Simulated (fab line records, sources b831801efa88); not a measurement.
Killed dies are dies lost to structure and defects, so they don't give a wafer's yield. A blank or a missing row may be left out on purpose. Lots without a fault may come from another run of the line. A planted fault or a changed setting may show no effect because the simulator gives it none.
fab line records | flow sky130
record lots=7 wafers=21 last_day=50
route steps=708 shown METAL1@446 VIA1@458 PAD_OPEN@708
lots that met no fault: from a run of the same line without faults
start_h: hours from the record's first day to the start of the lot's first wafer shown | wait_h: hours since the lot's step before | " the same as in the row above | L1.1+2: a row that stands for several wafers | - no value, or no start given | * or withheld: withheld | < > ~ a bound
route shown NAME@n: a module of which the file shows steps, and the number in the route of the first | usual: mean/standard deviation of fault-free wafers | same: alike in all rows | chamber/n: place in a boat | sites: the reading at each site | _std_site: their standard deviation | _edge_site: outer sites' mean less inner sites' | radius_mm: how far each site lies from the wafer's centre | mask NAME#n: copy n | behind: the tool/chamber that last shaped the wafer | hold: why the lot was held/for how many hours/how that ended | device: the transistor (n, p or np) that didn't switch | end of line: the same wafers' tests at the end of the route | a step without rows: its recipe alone | killed: dies lost to structure and defects at the first sort, not the wafer's yield | map: a wafer's dies, x killed, . not, _ none there
set.NAME: the setting as run; set.NAME@STEP: as run at that earlier step | model.NAME: the simulator's own value behind a step, which no gauge read
lots at some steps of the route; a table a step, a row a wafer
services: from which hour (start_h, from the record's first day; less than 0 if before it) a tool's chamber was out of use, for how many hours, and why
## steps
# step SKY_METAL1_EXPOSE_12
# recipe mask_id=MM1 na=0.8 source_shape=annular sigma_inner=0.55 sigma_outer=0.85 target_cd_nm=140 dose_mj=28
# step SKY_METAL1_PEB_13
# recipe peb_temp_c=withheld peb_time_s=withheld resist=KrF-thick
# step SKY_METAL1_DEVELOP_14
# recipe develop_time_s=60 resist=KrF-thick dev_temp_c=21
# step SKY_METAL1_CD_MEAS_15
# recipe target_cd_nm=140
# usual cd_nm=140.4/1.6
# columns lot.wafer tool chamber start_h wait_h cd_nm
L415.1 cd_sem-01 - 806.93 - 141.4
L415.2 " - " " 142.7
L415.3 " - " " 140.5
L421.1 cd_sem-02 - 856.89 - 137.6
L421.3 " - " " 138.1
L421.5 " - " " 138.8
L422.2 cd_sem-01 - 861.08 - 143.1
L422.3 " - " " 142.2
L422.5 " - " " 140.1
L423.2 cd_sem-01 - 869.70 - 139.3
L423.3 " - " " 140.3
L423.6 " - " " 140.9
L428.1 cd_sem-01 - 904.78 - 142.3
L428.2 " - " " 142.0
L428.6 " - " " 140.7
L431.1 cd_sem-02 - 915.93 - 138.7
L431.5 " - " " 137.9
L431.6 " - " " 138.0
L434.2 cd_sem-01 - 941.30 - 141.0
L434.3 " - " " 141.4
L434.5 " - " " 140.2
# step SKY_METAL1_OVL_MEAS_16
# usual METAL1_OVL=0/5.2
# columns lot.wafer tool chamber start_h wait_h METAL1_OVL[nm]
L415.1 overlay-01 - 807.05 0.1 -5
L415.2 " - " " -2
L415.3 " - " " -3
L421.1 overlay-01 - 857.01 0.1 3
L421.3 " - " " 2
L421.5 " - " " 3
L422.2 overlay-01 - 861.18 0.1 2
L422.3 " - " " 3
L422.5 " - " " 7
L423.2 overlay-02 - 869.81 0.1 0
L423.3 " - " " 8
L423.6 " - " " 0
L428.1 overlay-01 - 904.90 0.1 3
L428.2 " - " " 8
L428.6 " - " " -5
L431.1 overlay-01 - 916.05 0.1 0
L431.5 " - " " 4
L431.6 " - " " -1
L434.2 overlay-01 - 941.41 0.1 2
L434.3 " - " " 7
L434.5 " - " " 6
# step SKY_METAL1_DESCUM_17
# recipe chemistry=O2 source_power_w=150 bias_power_w=0 pressure_mtorr=10 temp_c=40 time_s=8
# usual drypump_motor_current_A=5.4/0.31 oes_product_au=0.996/0.012 rf_fwd_power_W=147.2/0.7
# same bias_power_w=0
# columns lot.wafer tool chamber start_h wait_h drypump_motor_current_A oes_product_au rf_fwd_power_W rf_hours_counter_h
L415.1 rie_metal-03 0 807.09 0.0 5.1 1.004 147.3 3
L415.2 " 1 " " 5.6 1.008 147.5 13
L415.3 " 0 " " 5.0 1.006 147.6 -
L421.1 rie_metal-03 0 857.05 0.0 5.0 0.995 147.1 5
L421.3 " 0 " " 5.0 0.995 146.8 -
L421.5 " 0 " " 5.0 0.996 146.3 -
L422.2 rie_metal-04 1 861.21 0.0 5.8 1.000 147.3 9
L422.3 " 0 " " 5.2 1.000 146.7 -
L422.5 " 0 " " 5.2 0.996 147.0 -
L423.2 rie_metal-04 1 869.84 0.0 5.8 1.007 147.4 10
L423.3 " 1 " " 5.8 0.998 147.0 -
L423.6 " 1 " " 5.8 1.006 146.8 -
L428.1 rie_metal-04 0 904.94 0.0 5.2 0.985 146.1 7
L428.2 " 1 " " 5.8 1.001 147.5 12
L428.6 " 0 " " 5.2 0.991 146.0 -
L431.1 rie_metal-03 1 916.09 0.0 5.6 1.006 147.1 2
L431.5 " 1 " " 5.6 1.001 146.5 -
L431.6 " 0 " " 5.0 0.991 147.3 -
L434.2 rie_metal-03 1 941.44 0.0 5.6 1.007 147.7 3
L434.3 " 1 " " 5.6 0.989 147.8 -
L434.5 " 1 " " 5.6 0.999 148.0 -
# step SKY_METAL1_ETCH_18
# recipe chemistry=N2/H2 target=BARC ion_energy_ev=200 bias_w=100 pressure_mtorr=30 n2_flow_sccm=100 h2_flow_sccm=200 icp_w=500 stop_on=SiO2 time_s=45.9 target_depth_a=600
# usual drypump_motor_current_A=5.4/0.31 n2_flow_sccm=100.0/0.3 oes_product_au=0.855/0.0047 rf_fwd_power_W=495.2/2.1 throttle_valve_pct=13.224/0.0093
# columns lot.wafer tool chamber start_h wait_h drypump_motor_current_A n2_flow_sccm oes_product_au rf_fwd_power_W rf_hours_counter_h throttle_valve_pct
L415.1 rie_metal-03 0 807.12 0.0 5.0 99.8 0.857 497.9 3 13.223
L415.2 " 1 " " 5.6 100.4 0.861 498.6 13 13.235
L415.3 " 0 " " 5.0 100.0 0.856 496.3 - 13.220
L421.1 rie_metal-03 0 857.11 0.1 5.0 100.1 0.847 497.0 5 13.232
L421.3 " 0 " " 5.0 100.3 0.851 498.2 - 13.213
L421.5 " 0 " " 5.0 100.0 0.859 496.6 - 13.220
L422.2 rie_metal-04 1 861.25 0.0 5.8 100.1 0.859 493.7 9 13.225
L422.3 " 0 " " 5.2 99.8 0.859 491.0 - 13.213
L422.5 " 0 " " 5.2 100.0 0.855 492.6 - 13.209
L423.2 rie_metal-04 1 869.87 0.0 5.8 99.7 0.849 496.7 10 13.218
L423.3 " 1 " " 5.8 100.3 0.853 495.5 - 13.226
L423.6 " 1 " " 5.9 99.6 0.855 496.6 - 13.225
L428.1 rie_metal-04 0 904.97 0.0 5.2 99.8 0.854 494.8 7 13.230
L428.2 " 1 " " 5.8 100.2 0.853 492.2 12 13.225
L428.6 " 0 " " 5.2 99.3 0.859 490.7 - 13.217
L431.1 rie_metal-03 1 916.12 0.0 5.6 100.1 0.856 497.4 2 13.217
L431.5 " 1 " " 5.6 100.1 0.857 497.8 - 13.223
L431.6 " 0 " " 5.1 100.1 0.857 496.1 - 13.227
L434.2 rie_metal-03 1 941.47 0.0 5.6 100.5 0.862 497.7 3 13.234
L434.3 " 1 " " 5.6 99.8 0.869 495.6 - 13.218
L434.5 " 1 " " 5.6 100.2 0.854 496.3 - 13.235
# step SKY_METAL1_METAL_ETCH_19
# recipe target_depth_a=3600 stop_on=SiO2 over_etch_frac=0.3 time_s=78 chemistry=Cl2/BCl3 resist_sidewall_deg=88 pressure_mtorr=10 icp_w=900 bias_w=48.5 Cl2_flow_sccm=60 bcl3_flow_sccm=30
# usual drypump_motor_current_A=5.4/0.31 oes_product_au=0.853/0.0071 rf_fwd_power_W=894.1/2.9 throttle_valve_pct=22.265/0.0087
# columns lot.wafer tool chamber start_h wait_h drypump_motor_current_A oes_product_au rf_fwd_power_W rf_hours_counter_h throttle_valve_pct
L415.1 rie_metal-03 0 807.18 0.0 5.0 0.857 893.3 3 22.276
L415.2 " 1 " " 5.6 0.855 892.4 13 22.280
L415.3 " 0 " " 5.0 0.857 892.0 - 22.250
L421.1 rie_metal-03 0 857.24 0.1 5.1 0.856 891.6 6 22.257
L421.3 " 0 " " 5.0 0.854 895.5 - 22.248
L421.5 " 0 " " 5.0 0.860 899.4 - 22.263
L422.2 rie_metal-04 1 861.31 0.0 5.8 0.848 893.8 9 22.256
L422.3 " 0 " " 5.2 0.854 889.6 - 22.254
L422.5 " 0 " " 5.2 0.844 888.5 - 22.268
L423.2 rie_metal-04 1 869.93 0.0 5.8 0.845 893.7 10 22.265
L423.3 " 1 " " 5.8 0.838 895.1 - 22.270
L423.6 " 1 " " 5.8 0.847 893.9 - 22.253
L428.1 rie_metal-04 0 905.03 0.0 5.2 0.858 891.2 7 22.272
L428.2 " 1 " " 5.8 0.843 891.0 12 22.277
L428.6 " 0 " " 5.1 0.856 892.7 - 22.264
L431.1 rie_metal-03 1 916.18 0.0 5.6 0.845 897.6 2 22.282
L431.5 " 1 " " 5.6 0.846 893.7 - 22.250
L431.6 " 0 " " 5.0 0.855 895.4 - 22.265
L434.2 rie_metal-03 1 941.53 0.0 5.6 0.854 895.5 3 22.271
L434.3 " 1 " " 5.6 0.854 898.6 - 22.279
L434.5 " 1 " " 5.6 0.847 896.0 - 22.263
# step SKY_METAL1_STRIP_20
# recipe chemistry=O2/N2 power_w=1400 pressure_mtorr=1500 platen_temp_c=withheld o2_flow_sccm=3000 n2_flow_sccm=300 overash_fraction=0.5
# usual drypump_motor_current_A=5.8/0.48 n2_flow_sccm=300.0/0.94 oes_product_au=0.344/0.0055 strip_time_to_endpoint_s=2.73/0.049
# columns lot.wafer tool chamber start_h wait_h drypump_motor_current_A n2_flow_sccm oes_product_au rf_hours_counter_h strip_time_to_endpoint_s
L415.1 plasma_asher-04 1 807.27 0.1 6.0 301.0 0.343 39 2.71
L415.2 " 0 " " 6.4 300.3 0.338 39 2.61
L415.3 " 1 " " 6.0 299.5 0.343 - 2.68
L421.1 plasma_asher-04 0 857.42 0.1 6.4 300.3 0.342 44 2.73
L421.3 " 0 " " 6.4 300.9 0.344 - 2.75
L421.5 " 0 " " 6.4 300.5 0.342 - 2.72
L422.2 plasma_asher-04 1 861.40 0.1 6.0 300.7 0.346 44 2.68
L422.3 " 1 " " 6.0 299.9 0.345 - 2.70
L422.5 " 1 " " 6.0 301.9 0.336 - 2.72
L423.2 plasma_asher-02 0 870.02 0.1 5.2 300.6 0.338 76 2.70
L423.3 " 1 " " 5.2 299.2 0.346 - 2.71
L423.6 " 0 " " 5.2 301.2 0.349 - 2.72
L428.1 plasma_asher-03 1 905.12 0.1 6.1 299.9 0.339 16 2.75
L428.2 " 0 " " 6.1 297.4 0.343 16 2.67
L428.6 " 0 " " 6.1 298.4 0.348 - 2.73
L431.1 plasma_asher-02 1 916.27 0.1 5.2 299.0 0.334 79 2.67
L431.5 " 0 " " 5.2 299.8 0.343 - 2.68
L431.6 " 1 " " 5.2 300.1 0.342 - 2.69
L434.2 plasma_asher-04 1 941.62 0.1 6.0 299.6 0.335 53 2.69
L434.3 " 0 " " 6.4 300.1 0.341 - 2.68
L434.5 " 1 " " 6.0 299.1 0.345 - 2.69
# step SKY_METAL1_STRIP_21
# recipe chemistry=post_etch_residue_remover time_s=1200 temp_c=72.5
# step SKY_METAL1_CLEAN_22
# recipe chemistry=IPA time_s=180 temp_c=25
# step SKY_METAL1_CLEAN_23
# recipe chemistry=O3/DIW dry=n2_spin
# step SKY_VIA1_HDPCVD_00
# recipe material=SiO2 target_thk_nm=1030 sigma_open_frac=0.3 time_s=171.7 temp_c=400 sih4_flow_sccm=60 pressure_mtorr=6
# usual pressure_mtorr=6.002/0.011 run_length_s=199.6/0.37 susceptor_temp_C=400.02/0.21
# columns lot.wafer tool chamber start_h wait_h pressure_mtorr run_length_s susceptor_temp_C
L415.1 hdpcvd-02 2 807.89 0.0 5.990 198.9 400.06
L415.2 " 1 " " 6.030 199.5 400.52
L415.3 " 0 " " 6.010 200.1 400.05
L421.1 hdpcvd-01 1 858.08 0.0 - - -
L421.3 " 2 " " - - -
L421.5 " 0 " " - - -
L422.2 hdpcvd-01 1 862.06 0.0 - - -
L422.3 " 2 " " - - -
L422.5 " 1 " " - - -
L423.2 hdpcvd-01 1 870.62 0.0 - - -
L423.3 " 0 " " - - -
L423.6 " 2 " " - - -
L428.1 hdpcvd-01 2 905.73 0.0 6.005 199.4 399.89
L428.2 " 1 " " 6.015 199.7 400.36
L428.6 " 1 " " 5.984 199.7 400.17
L431.1 hdpcvd-01 1 916.86 0.0 5.993 200.5 400.21
L431.5 " 0 " " 6.005 199.8 399.59
L431.6 " 1 " " 5.992 199.5 399.81
L434.2 hdpcvd-02 0 942.22 0.0 5.992 199.8 400.07
L434.3 " 1 " " 6.008 199.3 399.99
L434.5 " 0 " " 5.983 199.7 399.98
# step SKY_PAD_OPEN_PROBE_99
# usual defect_limited_yield=82.5/1.9 killed_at_M0_to_M3=43/6.8 killed_at_M4_up=3.2/2 killed_at_contacts=24/5.3 killed_at_front_end=16/4.4 killed_at_other=0.3/0.54 killed_dies=86/9.4 killed_open=48/6.6 killed_short=38/6.5 sort_bin_3_pad_short=0.8/0.4 sort_bin_5_function=10.4/1.5 sort_bin_6_memory=6.3/1.2 sort_n_pass=406/9.4 sort_yield_pct=82.5/1.9
# same gross_dies=492 killed_at_back_side=0 sort_bin_4_leakage[%]=0 sort_bin_8_speed[%]=0
# columns lot.wafer tool chamber start_h wait_h defect_limited_yield[%] killed_at_M0_to_M3 killed_at_M4_up killed_at_contacts killed_at_front_end killed_at_other killed_dies killed_open killed_short sort_bin_3_pad_short[%] sort_bin_5_function[%] sort_bin_6_memory[%] sort_n_pass sort_yield_pct[%]
L415.1 prober-01 - 1116.81 0.1 80.7 49 2 28 16 0 95 58 37 0.6 11.6 7.1 397 80.7
L415.2 prober-01 - 1116.86 0.1 82.5 46 2 24 13 1 86 46 40 2.6 10.6 4.3 406 82.5
L415.3 prober-01 - 1116.91 0.2 82.5 43 5 32 6 0 86 41 45 1.2 10.6 5.7 406 82.5
L428.1 prober-01 - 1188.45 0.1 81.7 39 3 32 15 1 90 47 43 0.2 10.6 7.5 402 81.7
L428.2 prober-01 - 1188.50 0.1 82.3 46 7 17 16 1 87 55 32 0.6 10.0 7.1 405 82.3
L428.6 prober-01 - 1188.70 0.2 85.2 32 7 21 13 0 73 42 31 0.6 8.1 6.1 419 85.2
L431.1 prober-01 - 1194.37 0.1 85.4 36 4 15 15 2 72 43 28 0.8 7.9 5.9 420 85.4
L431.5 prober-01 - 1194.57 0.2 81.5 52 3 20 16 0 91 54 37 0.8 11.8 5.9 401 81.5
L431.6 prober-01 - 1194.62 0.2 83.5 45 0 21 15 0 81 51 30 0.8 10.0 5.7 411 83.5
L434.2 prober-02 - 1209.36 0.1 81.9 45 1 26 17 0 89 45 44 0.8 10.6 6.7 403 81.9
L434.3 prober-02 - 1209.41 0.2 82.7 37 5 25 18 0 85 45 40 0.4 11.0 5.9 407 82.7
L434.5 prober-02 - 1209.51 0.2 83.5 42 2 20 17 0 81 43 38 1.6 7.7 7.1 411 83.5
# killed by level:class
L415.1 LI_CONTACT:geometric_particle:open=15 VIA1:geometric_particle:open=12 VIA3:geometric_particle:open=11 FIELD_ISO:geometric_particle:short=6 VIA2:geometric_particle:open=6 CONTACT:geometric_particle:open=6 METAL3:geometric_particle:short=5 METAL1:geometric_particle:short=4
L415.2 VIA3:geometric_particle:open=8 LI_CONTACT:geometric_particle:open=7 CONTACT:geometric_particle:open=7 VIA1:geometric_particle:short=6 CONTACT:geometric_particle:short=6 VIA2:geometric_particle:open=6 METAL1:geometric_particle:short=5 VIA1:geometric_particle:open=5
L415.3 VIA1:geometric_particle:open=12 VIA3:geometric_particle:open=10 LI_CONTACT:geometric_particle:short=8 CONTACT:geometric_particle:open=7 LOCAL_INTERCONNECT:geometric_particle:short=6 LI_CONTACT:geometric_particle:open=5 CONTACT:geometric_particle:short=5 METAL2:geometric_particle:short=5
L428.1 LOCAL_INTERCONNECT:geometric_particle:short=10 CONTACT:geometric_particle:open=9 VIA1:geometric_particle:open=8 LI_CONTACT:geometric_particle:open=7 VIA2:geometric_particle:open=7 FIELD_ISO:geometric_particle:short=5 METAL2:geometric_particle:short=5 VIA3:geometric_particle:open=5
L428.2 VIA3:geometric_particle:open=11 VIA1:geometric_particle:open=8 LI_CONTACT:geometric_particle:open=7 VIA2:geometric_particle:open=7 FIELD_ISO:geometric_particle:open=6 VIA1:geometric_particle:short=5 CONTACT:geometric_particle:open=4 METAL1:geometric_particle:short=4
L428.6 VIA1:geometric_particle:open=9 CONTACT:geometric_particle:open=8 CONTACT:geometric_particle:short=7 METAL2:geometric_particle:short=6 FIELD_ISO:geometric_particle:open=5 VIA2:geometric_particle:open=5 METAL4:geometric_particle:short=5 VIA3:geometric_particle:open=4
L431.1 CONTACT:geometric_particle:open=7 VIA1:geometric_particle:open=7 FIELD_ISO:geometric_particle:open=5 VIA3:geometric_particle:open=5 METAL1:geometric_particle:short=4 POLY_GATE:geometric_particle:short=4 LI_CONTACT:geometric_particle:open=4 METAL2:geometric_particle:short=4
L431.5 VIA1:geometric_particle:open=16 LI_CONTACT:geometric_particle:open=7 CONTACT:geometric_particle:open=6 VIA1:geometric_particle:short=6 FIELD_ISO:geometric_particle:open=5 FIELD_ISO:geometric_particle:short=5 VIA3:geometric_particle:open=5 METAL3:geometric_particle:short=5
L431.6 VIA3:geometric_particle:open=10 LI_CONTACT:geometric_particle:open=9 CONTACT:geometric_particle:open=9 VIA1:geometric_particle:open=9 FIELD_ISO:geometric_particle:open=6 VIA1:geometric_particle:short=6 METAL2:geometric_particle:short=5 METAL3:geometric_particle:short=4
L434.2 VIA1:geometric_particle:open=10 LI_CONTACT:geometric_particle:open=7 METAL2:geometric_particle:short=7 POLY_GATE:geometric_particle:open=6 CONTACT:geometric_particle:open=6 VIA3:geometric_particle:open=6 VIA1:geometric_particle:short=5 LI_CONTACT:geometric_particle:short=5
L434.3 VIA1:geometric_particle:open=10 LI_CONTACT:geometric_particle:open=8 CONTACT:geometric_particle:open=6 VIA3:geometric_particle:open=6 FIELD_ISO:geometric_particle:short=5 CONTACT:geometric_particle:short=5 POLY_GATE:geometric_particle:short=4 METAL1:geometric_particle:short=4
L434.5 VIA1:geometric_particle:open=10 CONTACT:geometric_particle:open=9 POLY_GATE:geometric_particle:open=8 VIA1:geometric_particle:short=8 METAL2:geometric_particle:short=7 LOCAL_INTERCONNECT:geometric_particle:short=6 VIA3:geometric_particle:open=5 POLY_GATE:geometric_particle:short=4
## services
# columns tool chamber start_h hours kind
plasma_asher-02 - 797.69 3.7 repair
hdpcvd-01 - 804.27 0.9 repair
plasma_asher-03 - 817.45 2.9 repair
hdpcvd-01 - 819.33 3.0 repair
rie_metal-03 1 844.29 - clean
rie_metal-03 1 844.29 16.2 scheduled_down
rie_metal-03 1 844.29 16.2 vent_cycle
rie_metal-04 1 845.03 5.6 repair
plasma_asher-02 - 879.25 14.6 pm
plasma_asher-02 - 900.74 1.3 repair
rie_metal-04 - 933.44 26.7 repair
## key
first_sign step=SKY_VIA1_HDPCVD_00 reading=tool_record direction=missing
effect none on later readings
met_at SKY_VIA1_HDPCVD_00
struck_wafers L421.1,L421.3,L421.5,L422.2,L422.3,L422.5,L423.2,L423.3,L423.6
scrapped_behind SKY_VIA1_THK_MEAS_01 L421.1,L421.3,L421.5,L422.2,L422.3,L422.5,L423.2,L423.3,L423.6
fault kind=skipped_step_whole tool=hdpcvd-01 chamber=- onset_h=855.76 steps=SKY_VIA1_HDPCVD_00 scope=struck_lots_only
